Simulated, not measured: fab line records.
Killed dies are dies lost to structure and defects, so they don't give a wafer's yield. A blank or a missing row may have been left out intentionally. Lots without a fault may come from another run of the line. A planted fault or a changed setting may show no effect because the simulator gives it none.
A lot that was struck, set against a sound lot -- flow sky130 -- 15 steps out of a route of 708
Sound: wafers L720.2, L720.5, L720.6. The struck wafers were L727.3, L727.4, L727.6. Last of all comes the cause.
Per side, at each step with rows, come the tool, then ch with its chambers, and then its first start. Under that, the readings that differ: sound wafers -- struck wafers -- difference of the means -- sigmas: that difference in standard deviations of wafers without a fault.
alike: readings with means less than 2 such deviations apart, plus words and numbers identical on both sides. not compared: withheld readings, readings lacking a value on some wafer, bounds such as >300 that could conceal the same value, and numbers that have no deviation in the record and whose values overlap.
The two part at a step that has a row with sigmas, a row that says differs or no value, or rows on one side only. When numbers do not overlap yet have no deviation, they are printed without sigmas and do not part them. A reading that every wafer of one side lacks parts them only if that side has two wafers or more.

SKY_LI_CONTACT_THK_MEAS_23: measures by xrf.
  sound: film_metro-01 at day 29 10:40; struck: film_metro-03 at day 31 10:19
reading,sound,struck,difference,sigmas
LI_CONTACT_W_THK (nm),398 398 410,416 430 426,+22,+2
SKY_LI_CONTACT_CMP_24: polishes, stops on PSG, t overpolish 20 s, target thk 0 nm.
  sound on cmp-02 ch 0,2,3, day 29 10:52; struck on cmp-01 ch 0,3, day 31 10:21
reading,sound,struck,difference,sigmas
time_to_endpoint_s (s),91 96 94,102 102 100,+8,+2
  alike: motor_current_A, overpolish_run_s
SKY_LOCAL_INTERCONNECT_SPUTTER_00: material TiN, target thk 100 nm, time 83.3 s.
  sound: pvd_sputter-02 at day 29 11:01; struck: pvd_sputter-02 at day 31 10:39
  alike: throttle_valve_pct
SKY_LOCAL_INTERCONNECT_RS_MEAS_01: the measuring method here is four-point-probe.
  sound: film_metro-03 at day 29 11:05; struck: film_metro-04 at day 31 10:45
  alike: LOCAL_INTERCONNECT_TIN_RS
SKY_LOCAL_INTERCONNECT_THK_MEAS_02: measures by xrf.
  sound: film_metro-03 at day 29 11:12; struck: film_metro-04 at day 31 10:51
reading,sound,struck,difference,sigmas
LOCAL_INTERCONNECT_TIN_THK (nm),101.0 100.1 99.6,98.4 98.4 98.6,-1.8,-2
then, 7 steps without rows for these wafers: SKY_LOCAL_INTERCONNECT_DEHYDRATE_03 (time 60 s); SKY_LOCAL_INTERCONNECT_HMDS_04 (prime time 60 s); SKY_LOCAL_INTERCONNECT_COAT_05 (resist thk 60 nm); SKY_LOCAL_INTERCONNECT_COAT_06 (resist thk 450 nm); SKY_LOCAL_INTERCONNECT_SOFTBAKE_07 (time 90 s); SKY_LOCAL_INTERCONNECT_EXPOSE_08 (exposes mask LI1M, target cd 170 nm); SKY_LOCAL_INTERCONNECT_PEB_09.
SKY_LOCAL_INTERCONNECT_DEVELOP_10: develop time 60 s.
  sound on litho_track-02 ch 0, day 30 14:00; struck on litho_track-04 ch 0, day 32 14:00
reading,sound,struck,difference,sigmas
developer_temp_C (C),20.84 20.90 20.93,20.26 20.19 20.17,-0.68,-7
SKY_LOCAL_INTERCONNECT_CD_MEAS_11 targets a cd of 170 nm.
  sound: cd_sem-01 at day 30 14:22; struck: cd_sem-01 at day 32 14:47
  alike: cd_nm
-- record jumps: 15 days separate the struck wafers' starts on either side; left off in module LOCAL_INTERCONNECT, taken up again in module PAD_OPEN, whose first shown step is the route's number 708 --
SKY_PAD_OPEN_PROBE_99:
  sound: prober-02 at day 45 23:31; struck: prober-01 at day 47 10:10
  alike: killed_at_M0_to_M3, killed_at_M4_up, killed_at_contacts, killed_at_front_end, killed_at_other, killed_dies, killed_open, killed_short

== WHERE THEY PART ==
At SKY_LI_CONTACT_THK_MEAS_23 first; at SKY_LOCAL_INTERCONNECT_DEVELOP_10 last (within this record only). Later steps at which nothing parts them and some readings are alike: SKY_LOCAL_INTERCONNECT_CD_MEAS_11, SKY_PAD_OPEN_PROBE_99.

WHY: what had been put in by the simulator
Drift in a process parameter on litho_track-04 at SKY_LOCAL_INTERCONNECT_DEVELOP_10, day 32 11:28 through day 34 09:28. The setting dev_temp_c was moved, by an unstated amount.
